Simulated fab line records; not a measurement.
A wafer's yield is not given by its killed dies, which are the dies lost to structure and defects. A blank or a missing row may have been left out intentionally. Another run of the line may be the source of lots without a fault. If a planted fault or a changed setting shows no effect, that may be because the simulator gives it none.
A struck lot beside a sound one	flow gf180mcu	44 steps out of a route of 602
Sound: the wafers L656.3, L656.4, L656.5. Struck: wafer L673.3. (L673.6 of the same lot was not struck and is left out.) The cause comes at the end.
Each step with rows lists, per side, the tool, then ch with its chambers, then its first start. Under that, the readings that differ: sound wafers	struck wafers	difference of the means	sigmas: that difference in standard deviations of wafers without a fault.
alike: readings whose means differ by less than 2 such deviations, and words and numbers that are the same on both sides. not compared: withheld readings, readings that some wafer has no value for, bounds like >300 that may hide the same value, and numbers for which the record gives no deviation and whose values overlap.
The two part at a step that has a row with sigmas, a row that says differs or no value, or rows on one side only. Non-overlapping numbers with no deviation appear without sigmas and do not part them. A reading missing from all wafers of one side parts the sides only when that side holds two or more wafers.

first, 5 steps without rows for these wafers: GF_NWELL_COAT_02 (resist thk 3000 nm); GF_NWELL_SOFTBAKE_03; GF_NWELL_EXPOSE_04 (exposes mask Nwell, target cd 860 nm); GF_NWELL_PEB_05; GF_NWELL_DEVELOP_06 (develop time 60 s).
GF_NWELL_OVL_MEAS_07:
  struck on overlay-01, day 7 09:22; sound on overlay-02, day 3 12:36
  alike: NWELL_OVL
then, 2 steps without rows for these wafers: GF_NWELL_IMPLANT_08; GF_NWELL_IMPLANT_09.
GF_NWELL_STRIP_10: strips in O2/N2.
  sound on plasmaAsher-01 ch 0,1, day 3 12:58; struck on plasmaAsher-02 ch 1, day 7 09:43
reading	sound	struck	difference	sigmas
drypumpMotorCurrentA (A)	5.6 5.0 5.6	6.6	+1.2	+3
oesProductAu (a.u.)	0.723 0.725 0.726	0.716	-0.009	-2
  alike: heaterPowerW, stripTimeToEndpointS
  not compared: rfHoursCounterH
GF_NWELL_TW_MEAS_11:
  struck on filmMetro-02, day 7 09:49; sound on filmMetro-02, day 3 13:02
  alike: NWELL_TW
then, 2 steps without rows for these wafers: GF_LVPWELL_DEHYDRATE_00 (time 60 s); GF_LVPWELL_HMDS_01 (prime time 60 s).
GF_LVPWELL_COAT_02: resist thk 3000 nm.
  sound on lithoTrack-03 ch 0, day 3 19:26; struck on lithoTrack-03 ch 0, day 7 17:35
reading	sound	struck	difference	sigmas
model.coat_of_LVPWELL_COAT_02.thkNm (nm)	3010 3007 3003	737.9	-2268.8	
  alike: exhaustPa
then, 3 steps without rows for these wafers: GF_LVPWELL_SOFTBAKE_03; GF_LVPWELL_EXPOSE_04 (exposes mask LVPWELL, target cd 600 nm); GF_LVPWELL_PEB_05.
GF_LVPWELL_DEVELOP_06: develop time 60 s.
  sound: lithoTrack-04 ch 0; struck: lithoTrack-04 ch 0
reading	sound	struck	difference	sigmas
model.coat_of_LVPWELL_COAT_02.thkNm (nm)	3008 3006 3002	736.9	-2268.4	
  alike: exhaustPa
GF_LVPWELL_OVL_MEAS_07:
  struck on overlay-02, day 8 01:06; sound on overlay-02, day 4 01:39
  alike: LVPWELL_OVL
then, 2 steps without rows for these wafers: GF_LVPWELL_IMPLANT_08; GF_LVPWELL_IMPLANT_09.
GF_LVPWELL_STRIP_10: strips in O2/N2.
  sound on plasmaAsher-01 ch 0,1, day 4 02:01; struck on plasmaAsher-04 ch 1, day 8 01:27
reading	sound	struck	difference	sigmas
oesProductAu (a.u.)	0.730 0.720 0.730	0.661	-0.066	-14
stripTimeToEndpointS (s)	37.06 37.03 36.99	10.18	-26.85	-99 or more
  alike: drypumpMotorCurrentA, heaterPowerW
  not compared: rfHoursCounterH
GF_LVPWELL_TW_MEAS_11:
  struck on filmMetro-04, day 8 01:32; sound on filmMetro-04, day 4 02:05
  alike: LVPWELL_TW
then, 7 steps without rows for these wafers: GF_MVSD_DEHYDRATE_00 (time 60 s); GF_MVSD_HMDS_01 (prime time 60 s); GF_MVSD_COAT_02 (resist thk 3000 nm); GF_MVSD_SOFTBAKE_03; GF_MVSD_EXPOSE_04 (exposes mask MVSD, target cd 1000 nm); GF_MVSD_PEB_05; GF_MVSD_DEVELOP_06 (develop time 60 s).
GF_MVSD_OVL_MEAS_07:
  struck on overlay-02, day 8 16:20; sound on overlay-02, day 4 15:50
  alike: MVSD_OVL
then, 2 steps without rows for these wafers: GF_MVSD_IMPLANT_08; GF_MVSD_IMPLANT_09.
GF_MVSD_STRIP_10: strips in O2/N2.
  sound on plasmaAsher-04 ch 0,1, day 4 16:12; struck on plasmaAsher-02 ch 0, day 8 16:42
reading	sound	struck	difference	sigmas
oesProductAu (a.u.)	0.722 0.727 0.729	0.718	-0.008	-2
  alike: drypumpMotorCurrentA, heaterPowerW, stripTimeToEndpointS
  not compared: rfHoursCounterH
GF_MVSD_TW_MEAS_11:
  struck on filmMetro-03, day 8 16:47; sound on filmMetro-03, day 4 16:17
  alike: MVSD_TW
then, 7 steps without rows for these wafers: GF_MVPSD_DEHYDRATE_00 (time 60 s); GF_MVPSD_HMDS_01 (prime time 60 s); GF_MVPSD_COAT_02 (resist thk 3000 nm); GF_MVPSD_SOFTBAKE_03; GF_MVPSD_EXPOSE_04 (exposes mask MVPSD, target cd 1000 nm); GF_MVPSD_PEB_05; GF_MVPSD_DEVELOP_06 (develop time 60 s).
GF_MVPSD_OVL_MEAS_07:
  struck on overlay-01, day 9 09:36; sound on overlay-02, day 5 06:28
  alike: MVPSD_OVL
-- the record jumps here: 2 days lie between the struck wafers' starts before and after (it left off in module MVPSD and takes up again in module VT_IMPLANT, whose first step shown is number 122 of the route) --
GF_VT_IMPLANT_TW_MEAS_32:
  struck on filmMetro-02, day 11 16:34; sound on filmMetro-02, day 7 02:37
reading	sound	struck	difference	sigmas
VT_IMPLANT_3_TW	264.9 265.5 263.4	283.0	+18.4	+7
next, for these wafers, 1 step has no rows: GF_PASSIVATION_PROBE_99.

WHERE THEY PART
Last at GF_VT_IMPLANT_TW_MEAS_32 as far as this record goes, first at GF_NWELL_STRIP_10.

WHY: what the simulator had put in
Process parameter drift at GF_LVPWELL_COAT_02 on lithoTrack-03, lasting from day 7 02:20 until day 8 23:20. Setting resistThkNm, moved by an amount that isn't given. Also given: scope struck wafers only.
